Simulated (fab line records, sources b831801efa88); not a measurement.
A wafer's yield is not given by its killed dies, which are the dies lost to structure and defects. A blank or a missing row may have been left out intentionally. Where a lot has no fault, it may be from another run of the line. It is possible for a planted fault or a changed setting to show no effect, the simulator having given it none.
fab line records | flow sky130
record: lots: 11 | wafers: 33 | last-day: 50
route steps=708 shown VIA3@588 METAL4@600
lots that met no fault: from a run of the same line without faults
start-h: hours from the record's opening day to when the first of the lot's shown wafers began | wait-h: hours from the lot's prior step to this one | " as in the row above | L1.1+2: one row covering several wafers at once | - no value present, or no start provided | * or withheld: withheld | < > ~ a bound
route shown NAME@n: NAME is a module with steps in the file, n the number in the route of the first one | usual: mean and standard deviation over wafers with no fault | same: alike in all rows | chamber/n: place in a boat | sites: readings site by site | _std_site: how widely they spread, as a standard deviation | _edge_site: outer sites' mean less inner sites' | radius-mm: for every site, how far away it sits from the centre of the wafer | mask NAME#n: copy n | behind: the most recent tool/chamber to have shaped the wafer | hold: what put the lot on hold/how long, in hours/how the hold closed | device: which transistor (n, p or np) failed to switch | end of line: tests of these same wafers at the route's end | a step given without rows: its recipe and nothing more | killed: at the first sort, the dies lost to defects and structure; wafer yield is something else | map: the dies of a wafer, with x for killed, . for not killed, _ for no die there
set.NAME: the setting the step ran with; set.NAME@STEP: the setting that earlier step ran with | model.NAME: the simulator's own value behind a step, which no gauge read
route steps across a sampled set of lots; one table per step, one row per wafer
services: when a tool's chamber went out of use (start-h, in hours from the record's first day, below 0 if earlier), for how many hours, and the reason
== steps ==
step: SKY_VIA3_ETCH_15
recipe: target: SiO2 | chemistry: C4F8/O2/Ar | target-depth-nm: 507 | stop-on: TiN | mask-material: KrF-thick | source-w: 1500 | bias-w: 1200 | pressure-mtorr: 40 | c4f8-flow-sccm: withheld | O2_flow_sccm: 6 | Ar_flow_sccm: 300 | time-s: 78
usual: bias-w: 1200/3.2 | oes-product-au: 0.937/0.0047
lot.wafer | tool        | chamber | start-h | wait-h | bias-w | oes-product-au | rf-hours-counter-h
L750.2    | rie-diel-04 | 1       | 922.08  | 0.0    | 1204   | 0.934          | 2
L750.3    | "           | 2       | "       | "      | 1203   | 0.941          | 17
L750.4    | "           | 3       | "       | "      | 1198   | 0.938          | 8
L757.1    | rie-diel-01 | 0       | 985.76  | 0.0    | 1205   | 0.936          | 5
L757.2    | "           | 1       | "       | "      | 1192   | 0.937          | 23
L757.4    | "           | 1       | "       | "      | 1197   | 0.935          | -
L760.3    | rie-diel-03 | 0       | 1002.41 | 0.0    | 1202   | 0.939          | 7
L760.4    | "           | 1       | "       | "      | 1198   | 0.941          | 23
L760.5    | "           | 1       | "       | "      | 1205   | 0.941          | -
L761.2    | rie-diel-04 | 1       | 1008.01 | 0.0    | 1198   | 0.934          | 4
L761.3    | "           | 0       | "       | "      | 1204   | 0.946          | 10
L761.4    | "           | 2       | "       | "      | 1205   | 0.931          | 20
L762.4    | rie-diel-01 | 3       | 1016.24 | 0.0    | 1198   | 0.937          | 5
L762.5    | "           | 0       | "       | "      | 1199   | 0.934          | -
L762.6    | "           | 1       | "       | "      | 1201   | 0.949          | -
L766.2    | rie-diel-03 | 1       | 1041.79 | 0.0    | 1193   | 0.943          | 25
L766.3    | "           | 2       | "       | "      | 1201   | 0.941          | 13
L766.6    | "           | 2       | "       | "      | 1198   | 0.940          | -
L768.2    | rie-diel-03 | 2       | 1055.84 | 0.0    | 1197   | 0.940          | 14
L768.4    | "           | 1       | "       | "      | 1200   | 0.940          | 25
L768.5    | "           | 2       | "       | "      | 1198   | 0.932          | -
L769.2    | rie-diel-03 | 0       | 1058.86 | 0.0    | 1203   | 0.932          | 9
L769.4    | "           | 3       | "       | "      | 1197   | 0.930          | 12
L769.6    | "           | 2       | "       | "      | 1198   | 0.940          | -
L771.1    | rie-diel-01 | 2       | 1073.89 | 0.0    | 1198   | 0.934          | 18
L771.4    | "           | 0       | "       | "      | 1200   | 0.936          | 8
L771.5    | "           | 1       | "       | "      | 1201   | 0.942          | -
L772.1    | rie-diel-03 | 1       | 1075.36 | 0.0    | 1200   | 0.932          | 26
L772.3    | "           | 0       | "       | "      | 1202   | 0.935          | 10
L772.4    | "           | 3       | "       | "      | 1196   | 0.943          | 12
L773.2    | rie-diel-04 | 0       | 1079.54 | 0.0    | 1199   | 0.932          | 12
L773.3    | "           | 1       | "       | "      | 1201   | 0.931          | 7
L773.6    | "           | 3       | "       | "      | 1198   | 0.945          | -
step: SKY_METAL4_SPUTTER_02
recipe: material: AlCu | target-thk-nm: 735 | power-w: 10600 | time-s: 39.1 | chamber-pressure-pa: 0.4
usual: throttle-valve-pct: 30.0/0.87
lot.wafer | tool           | chamber | start-h | wait-h | throttle-valve-pct
L750.2    | pvd-sputter-03 | -       | 924.89  | 0.0    | 30.1
L750.3    | "              | -       | "       | "      | 30.2
L750.4    | "              | -       | "       | "      | 29.7
L757.1    | pvd-sputter-02 | -       | 987.30  | 0.0    | 30.4
L757.2    | "              | -       | "       | "      | 29.9
L757.4    | "              | -       | "       | "      | 28.4
L760.3    | pvd-sputter-01 | -       | 1003.81 | 0.0    | 29.0
L760.4    | "              | -       | "       | "      | 28.4
L760.5    | "              | -       | "       | "      | 31.4
L761.2    | pvd-sputter-02 | -       | 1009.38 | 0.0    | 30.0
L761.3    | "              | -       | "       | "      | 29.9
L761.4    | "              | -       | "       | "      | 28.6
L762.4    | pvd-sputter-01 | -       | 1017.64 | 0.0    | 28.9
L762.5    | "              | -       | "       | "      | 31.4
L762.6    | "              | -       | "       | "      | 29.1
L766.2    | pvd-sputter-01 | -       | 1043.22 | 0.0    | 29.1
L766.3    | "              | -       | "       | "      | 31.5
L766.6    | "              | -       | "       | "      | 29.0
L768.2    | pvd-sputter-01 | -       | 1057.25 | 0.0    | 29.2
L768.4    | "              | -       | "       | "      | 31.4
L768.5    | "              | -       | "       | "      | 28.8
L769.2    | pvd-sputter-02 | -       | 1060.73 | 0.0    | 28.7
L769.4    | "              | -       | "       | "      | 30.3
L769.6    | "              | -       | "       | "      | 29.9
L771.1    | pvd-sputter-02 | -       | 1075.25 | 0.0    | 30.2
L771.4    | "              | -       | "       | "      | 29.9
L771.5    | "              | -       | "       | "      | 28.7
L772.1    | pvd-sputter-02 | -       | 1076.72 | 0.0    | 30.4
L772.3    | "              | -       | "       | "      | 28.6
L772.4    | "              | -       | "       | "      | 30.2
L773.2    | pvd-sputter-01 | -       | 1081.09 | 0.0    | 28.4
L773.3    | "              | -       | "       | "      | 31.3
L773.6    | "              | -       | "       | "      | 29.2
step: SKY_METAL4_ETCH_16
recipe: chemistry: N2/H2 | target: BARC | ion-energy-ev: 200 | bias-w: 100 | pressure-mtorr: 30 | n2-flow-sccm: 100 | h2-flow-sccm: 200 | icp-w: 500 | stop-on: SiO2 | time-s: 88.2 | target-depth-a: 600
usual: bias-w: 100.0/0.32 | drypump-motor-current-A: 5.38/0.22 | oes-product-au: 0.625/0.0043 | throttle-valve-pct: 13.206/0.0095
lot.wafer | tool         | chamber | start-h | wait-h | bias-w | drypump-motor-current-A | oes-product-au | rf-hours-counter-h | throttle-valve-pct
L750.2    | rie-metal-01 | 0       | 974.27  | 0.1    | 100.0  | 5.13                    | 0.628          | -                  | 13.206
L750.3    | "            | 0       | "       | "      | 100.3  | 5.13                    | 0.628          | -                  | 13.215
L750.4    | "            | 0       | "       | "      | 99.7   | 5.14                    | 0.625          | -                  | 13.199
L757.1    | rie-metal-03 | 1       | 1034.45 | 0.0    | 100.3  | 5.62                    | 0.622          | 16                 | 13.209
L757.2    | "            | 0       | "       | "      | 99.8   | 5.62                    | 0.629          | 13                 | 13.207
L757.4    | "            | 1       | "       | "      | 100.7  | 5.60                    | 0.632          | -                  | 13.203
L760.3    | rie-metal-02 | 0       | 1050.32 | 0.0    | 100.2  | 5.68                    | 0.628          | -                  | 13.201
L760.4    | "            | 1       | "       | "      | 100.3  | 5.45                    | 0.620          | -                  | 13.189
L760.5    | "            | 0       | "       | "      | 99.9   | 5.68                    | 0.628          | -                  | 13.181
L761.2    | rie-metal-03 | 0       | 1055.30 | 0.0    | 99.5   | 5.62                    | 0.625          | 15                 | 13.208
L761.3    | "            | 1       | "       | "      | 100.1  | 5.62                    | 0.626          | -                  | 13.196
L761.4    | "            | 0       | "       | "      | 99.7   | 5.62                    | 0.622          | -                  | 13.199
L762.4    | rie-metal-01 | 1       | 1062.68 | 0.1    | 99.7   | 5.24                    | 0.630          | -                  | 13.220
L762.5    | "            | 1       | "       | "      | 99.5   | 5.26                    | 0.621          | -                  | 13.224
L762.6    | "            | 1       | "       | "      | 100.2  | 5.25                    | 0.625          | -                  | 13.201
L766.2    | rie-metal-03 | 0       | 1086.45 | 0.0    | 100.3  | 5.61                    | 0.625          | 17                 | 13.209
L766.3    | "            | 1       | "       | "      | 100.1  | 5.55                    | 0.621          | -                  | 13.196
L766.6    | "            | 1       | "       | "      | 99.6   | 5.59                    | 0.629          | -                  | 13.207
L768.2    | rie-metal-01 | 0       | 1100.20 | 0.0    | 99.7   | 5.13                    | 0.628          | 13                 | 13.218
L768.4    | "            | 1       | "       | "      | 100.0  | 5.27                    | 0.624          | -                  | 13.212
L768.5    | "            | 0       | "       | "      | 99.9   | 5.12                    | 0.622          | -                  | 13.217
L769.2    | rie-metal-01 | 1       | 1103.45 | 0.0    | 100.1  | 5.26                    | 0.621          | 18                 | 13.203
L769.4    | "            | 0       | "       | "      | 99.8   | 5.13                    | 0.628          | -                  | 13.214
L769.6    | "            | 1       | "       | "      | 100.2  | 5.26                    | 0.631          | -                  | 13.226
L771.1    | rie-metal-01 | 0       | 1116.40 | 0.0    | 100.2  | 5.13                    | 0.630          | 14                 | 13.219
L771.4    | "            | 0       | "       | "      | 99.7   | 5.12                    | 0.626          | -                  | 13.207
L771.5    | "            | 0       | "       | "      | 100.0  | 5.11                    | 0.620          | -                  | 13.201
L772.1    | rie-metal-02 | 0       | 1118.75 | 0.0    | 100.1  | 5.72                    | 0.626          | 5                  | 13.220
L772.3    | "            | 1       | "       | "      | 100.7  | 5.46                    | 0.631          | -                  | 13.213
L772.4    | "            | 0       | "       | "      | 99.9   | 5.68                    | 0.629          | -                  | 13.192
L773.2    | rie-metal-01 | 1       | 1122.35 | 0.0    | 100.4  | 5.24                    | 0.630          | 20                 | 13.176
L773.3    | "            | 1       | "       | "      | 100.7  | 5.25                    | 0.624          | -                  | 13.186
L773.6    | "            | 0       | "       | "      | 99.5   | 5.13                    | 0.626          | -                  | 13.192
step: SKY_METAL4_ETCH_17
recipe: target: SiO2 | stop-on: TiN | chemistry: C4F8/O2/Ar | source-w: 1500 | bias-w: 1200 | pressure-mtorr: 40 | c4f8-flow-sccm: withheld | O2_flow_sccm: 6 | Ar_flow_sccm: 300 | time-s: 3.9 | target-depth-a: 150
usual: bias-w: 1201/3.4 | oes-product-au: 0.755/0.0069
lot.wafer | tool        | chamber | start-h | wait-h | bias-w | oes-product-au | rf-hours-counter-h
L750.2    | rie-diel-02 | 3       | 974.43  | 0.1    | 1206   | 0.761          | 2
L750.3    | "           | 2       | "       | "      | 1202   | 0.761          | 1
L750.4    | "           | 1       | "       | "      | 1200   | 0.771          | 7
L757.1    | rie-diel-01 | 1       | 1034.55 | 0.1    | 1205   | 0.744          | 25
L757.2    | "           | 0       | "       | "      | 1202   | 0.746          | 7
L757.4    | "           | 3       | "       | "      | 1200   | 0.755          | 5
L760.3    | rie-diel-01 | 1       | 1050.39 | 0.0    | 1404   | 0.760          | 25
L760.4    | "           | 0       | "       | "      | 1203   | 0.762          | 8
L760.5    | "           | 3       | "       | "      | 1201   | 0.752          | -
L761.2    | rie-diel-01 | 1       | 1055.40 | 0.1    | 1420   | 0.753          | 26
L761.3    | "           | 2       | "       | "      | 1200   | 0.756          | 17
L761.4    | "           | 3       | "       | "      | 1202   | 0.755          | 6
L762.4    | rie-diel-04 | 0       | 1062.78 | 0.1    | 1203   | 0.751          | 12
L762.5    | "           | 2       | "       | "      | 1194   | 0.754          | -
L762.6    | "           | 1       | "       | "      | 1199   | 0.755          | -
L766.2    | rie-diel-02 | 3       | 1086.55 | 0.1    | 1205   | 0.745          | 5
L766.3    | "           | 0       | "       | "      | 1206   | 0.743          | 13
L766.6    | "           | 0       | "       | "      | 1202   | 0.747          | -
L768.2    | rie-diel-02 | 1       | 1100.30 | 0.1    | 1199   | 0.752          | 11
L768.4    | "           | 3       | "       | "      | 1203   | 0.763          | 5
L768.5    | "           | 1       | "       | "      | 1202   | 0.756          | -
L769.2    | rie-diel-02 | 1       | 1103.55 | 0.1    | 1202   | 0.736          | 11
L769.4    | "           | 2       | "       | "      | 1197   | 0.767          | -
L769.6    | "           | 0       | "       | "      | 1203   | 0.750          | -
L771.1    | rie-diel-02 | 2       | 1116.50 | 0.1    | 1200   | 0.758          | 5
L771.4    | "           | 1       | "       | "      | 1196   | 0.765          | 12
L771.5    | "           | 2       | "       | "      | 1206   | 0.761          | -
L772.1    | rie-diel-01 | 0       | 1118.85 | 0.1    | 1191   | 0.754          | 10
L772.3    | "           | 1       | "       | "      | 1204   | 0.747          | 28
L772.4    | "           | 2       | "       | "      | 1196   | 0.757          | 19
L773.2    | rie-diel-01 | 2       | 1122.45 | 0.1    | 1201   | 0.754          | 19
L773.3    | "           | 0       | "       | "      | 1199   | 0.759          | 10
L773.6    | "           | 2       | "       | "      | 1200   | 0.753          | -
== services ==
tool           | chamber | start-h | hours | kind
rie-diel-02    | 2       | 917.49  | -     | clean
rie-diel-01    | 0       | 920.33  | 3.3   | repair
rie-diel-03    | -       | 923.93  | 19.5  | repair
rie-metal-01   | 1       | 925.51  | 7.2   | repair
rie-diel-04    | 3       | 926.95  | 2.6   | repair
pvd-sputter-01 | -       | 932.96  | 5.0   | repair
rie-diel-02    | 1       | 938.01  | 9.5   | repair
pvd-sputter-01 | -       | 941.20  | 2.6   | repair
rie-diel-03    | -       | 942.36  | 2.3   | repair
rie-metal-03   | 1       | 947.00  | 2.8   | repair
rie-metal-01   | 1       | 971.59  | 47.0  | repair
rie-diel-01    | 3       | 984.07  | 2.1   | repair
rie-diel-01    | -       | 991.41  | 0.4   | repair
rie-metal-01   | -       | 994.03  | 2.8   | pm
rie-metal-01   | 0       | 1018.13 | 6.6   | repair
pvd-sputter-02 | -       | 1034.69 | 4.7   | repair
pvd-sputter-02 | -       | 1054.41 | 2.0   | repair
rie-metal-01   | 0       | 1059.14 | 10.0  | repair
pvd-sputter-01 | -       | 1060.07 | 2.2   | repair
rie-diel-03    | -       | 1072.41 | 2.8   | pm
rie-diel-04    | 0       | 1074.27 | 4.7   | repair
rie-diel-04    | -       | 1095.60 | 0.4   | repair
rie-diel-02    | 3       | 1101.91 | 6.8   | repair
pvd-sputter-02 | -       | 1111.41 | 8.3   | repair
== key ==
first-sign: step: SKY_METAL4_ETCH_17 | reading: bias-w | direction: up | sigmas: 63 | usual: 1201 | struck: 1412
effect none on later readings
met-at SKY_METAL4_ETCH_17
struck-lots L760,L761
struck-wafers L760.3,L761.2
not-acting-at SKY_VIA3_ETCH_15,SKY_METAL4_SPUTTER_02,SKY_METAL4_ETCH_16
onset-between 1034.55 1050.39
fault: kind: process-parameter-drift | tool: rie-diel-01 | chamber: 1 | onset-h: 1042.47 | steps: SKY_METAL4_ETCH_17 | channel: bias-w | offset: 210.03 | shape: step | end-h: 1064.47 | acts-in: these-recipes-only | stated: 1200
